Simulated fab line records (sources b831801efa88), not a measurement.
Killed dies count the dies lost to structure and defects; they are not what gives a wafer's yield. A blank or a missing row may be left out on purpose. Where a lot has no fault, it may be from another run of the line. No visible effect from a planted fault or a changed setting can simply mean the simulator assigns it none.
What tool caused it? ; flow sky130 ; 11 lots, 33 wafers sampled, at 2 steps of a route of 708

## WHAT EACH GAUGE READ, for each wafer
SKY_SONOS_TUNNEL_TW_MEAS_12. Usual: SONOS_TUNNEL_TW gives 198.7 (standard deviation 1.7).
lot;measured;on;SONOS_TUNNEL_TW;flag
L516;day 11 04:44;film-metro-04;198.2 197.3 198.2;
L519;day 12 08:24;film-metro-01;200.5 201.5 200.6;
L521;day 13 03:21;film-metro-01;201.8 201.5 201.8;
L522;day 13 12:56;film-metro-01;201.2 202.2 201.3;
L523;day 13 23:10;film-metro-01;200.8 201.0 201.3;
L524;day 14 04:18;film-metro-02;197.5 197.3 197.4;
L525;day 14 07:41;film-metro-04;196.2 198.0 196.8;
L528;day 15 08:11;film-metro-02;197.0 197.8 197.3;
L533;day 16 22:25;film-metro-04;196.5 196.2 197.1;
L534;day 17 07:35;film-metro-04;198.2 198.2 197.8;
L535;day 17 15:33;film-metro-01;199.9 199.3 201.4;

SKY_POLY_GATE_THK_MEAS_01. Usual: POLY_GATE_CVD_00_THK gives 179.7 nm (standard deviation 1.8).
lot;measured;on;POLY_GATE_CVD_00_THK (nm);flag
L516;day 13 18:10;film-metro-01;178.4 178.4 178.8;
L519;day 15 01:14;film-metro-01;176.5 177.4 179.8;
L521;day 15 20:25;film-metro-01;179.4 179.7 177.7;
L522;day 16 10:35;film-metro-04;180.1 180.1 181.7;
L523;day 16 15:47;film-metro-03;181.3 183.2 182.2;
L524;day 16 23:05;film-metro-01;180.2 180.3 179.0;
L525;day 17 01:57;film-metro-03;179.3 179.1 179.1;
L528;day 18 03:19;film-metro-04;177.5 177.5 176.8;
L533;day 19 22:43;film-metro-03;181.7 180.3 181.5;
L534;day 20 09:54;film-metro-01;179.9 179.6 180.1;
L535;day 20 15:15;film-metro-04;181.9 180.6 181.5;

## WHICH TOOL RAN EACH LOT (tool, then ch and the chambers of the sampled wafers, then the start)
Before these readings, the record contains no process step.

## AS READ BY THE TOOLS THEMSELVES (means over the sampled wafers that have a number; for cases with no such wafer, the mark the record gives instead)
The record holds no such reading with a usual standard deviation.

## THE ANSWER, worked out from the rows above alone
Rule: lot off if the mean of its wafers having a number is beyond 3 standard deviations from the usual mean. A lot without any number at a reading at which 4 lots or more have one is off too. Where the step has rows for the other lots, those lots are counted as sound. First the gauges in route order, then the tools' own readings, where a lot's mean is used as printed above. At the first step where some lot is off, the reading lying furthest off is the one used; lots without a number count as furthest.
Nothing can be told from this: no lot is off at any reading shown.

## WHAT HAD BEEN PUT IN BY THE SIMULATOR
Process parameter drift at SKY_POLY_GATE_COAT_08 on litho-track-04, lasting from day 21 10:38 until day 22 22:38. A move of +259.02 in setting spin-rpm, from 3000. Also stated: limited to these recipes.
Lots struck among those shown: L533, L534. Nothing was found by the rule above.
